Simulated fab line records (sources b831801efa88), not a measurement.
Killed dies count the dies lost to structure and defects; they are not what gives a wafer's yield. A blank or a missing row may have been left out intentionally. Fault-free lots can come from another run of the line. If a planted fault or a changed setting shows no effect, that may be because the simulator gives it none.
Comparing a struck lot with a sound one :: flow gf180mcu :: 15 steps out of a route of 602
Sound: these wafers, L590.2, L590.3, L590.5. Struck: wafer L598.3. (L598.1, L598.2 of the same lot were not struck and are left out.) The cause comes at the end.
For every step that has rows: the tool of each side, followed by ch and its chambers, followed by its first start. Under that, the readings that differ: sound wafers :: struck wafers :: difference of the means :: sigmas: that difference in standard deviations of wafers without a fault.
alike: a reading whose means differ by less than 2 such deviations, as well as words and numbers matching on both sides. not compared: withheld readings; readings where some wafer has no value; bounds like >300 that might hide an equal value; numbers whose values overlap and for which the record gives no deviation.
The two part at a step that has a row with sigmas, a row that says differs or no value, or rows on one side only. Numbers that don't overlap but have no deviation are shown without sigmas and don't part them. A reading missing from all wafers of one side parts the sides only when that side holds two or more wafers.

first, 5 steps without rows for these wafers: GF_V2_COAT_09 (resist thk 1000 nm); GF_V2_SOFTBAKE_10 (time 60 s); GF_V2_EXPOSE_11 (exposes mask Via2, target cd 260 nm); GF_V2_PEB_12 (peb time 88.1 s); GF_V2_DEVELOP_13 (develop time 60 s).
GF_V2_CD_MEAS_14: the cd target is 260 nm.
  sound on cdSem-02 at day 22 08:50; struck on cdSem-02 at day 24 19:47
  alike: cdNm
GF_V2_OVL_MEAS_15:
  sound on overlay-02 at day 22 08:57; struck on overlay-02 at day 24 19:55
  alike: V2_OVL
GF_V2_ETCH_16: etches BARC in N2/H2.
  sound on rieDiel-04 ch 2,3, day 22 08:59; struck on rieDiel-03 ch 0, day 24 19:57
  alike: drypumpMotorCurrentA, oesProductAu, throttleValvePct
GF_V2_ETCH_17: etches SiO2 in C4F8/O2/Ar, stops on TiN, target depth 630 nm.
  sound: rieDiel-04 ch 2,3; struck: rieDiel-03 ch 0
reading: oesProductAu (a.u.)
sound: 0.860 0.862 0.861
struck: 0.848
difference: -0.013
sigmas: -3
GF_V2_STRIP_18: strips in O2/N2.
  sound on plasmaAsher-02 ch 0, day 22 09:06; struck on plasmaAsher-02 ch 0, day 24 20:04
  alike: drypumpMotorCurrentA, heaterPowerW, oesProductAu
  not compared: rfHoursCounterH
then, 2 steps without rows for these wafers: GF_V2_STRIP_19 (strips in post etch residue remover, time 1200 s); GF_V2_CLEAN_20 (cleans in DIW).
GF_V2_SPUTTER_21: material Ti, target thk 15 nm, time 80.02 s.
  sound on pvdSputter-02 at day 22 09:41; struck on pvdSputter-04 at day 24 20:37
reading: model.Ti_of_V2_SPUTTER_21.thkNm (nm)
sound: 14.81 14.93 14.74
struck: 11.04
difference: -3.79
sigmas: 
  alike: substrateTempC, throttleValvePct
GF_V2_SPUTTER_22: material TiN, target thk 10 nm, time 40 s.
  sound on pvdSputter-02 at day 22 09:44; struck on pvdSputter-04 at day 24 20:40
  alike: throttleValvePct
-- the record jumps here: 8 days lie between the struck wafers' starts before and after (it left off in module V2 and takes up again in module PASSIVATION, whose first step shown is number 602 of the route) --
GF_PASSIVATION_PROBE_99:
  record: rows for the struck wafers here (prober-02, day 32 13:47), none for the sound ones

## WHERE THEY PART
At GF_V2_ETCH_17 first; at GF_PASSIVATION_PROBE_99 last (within this record only).

WHY: what the simulator had put in
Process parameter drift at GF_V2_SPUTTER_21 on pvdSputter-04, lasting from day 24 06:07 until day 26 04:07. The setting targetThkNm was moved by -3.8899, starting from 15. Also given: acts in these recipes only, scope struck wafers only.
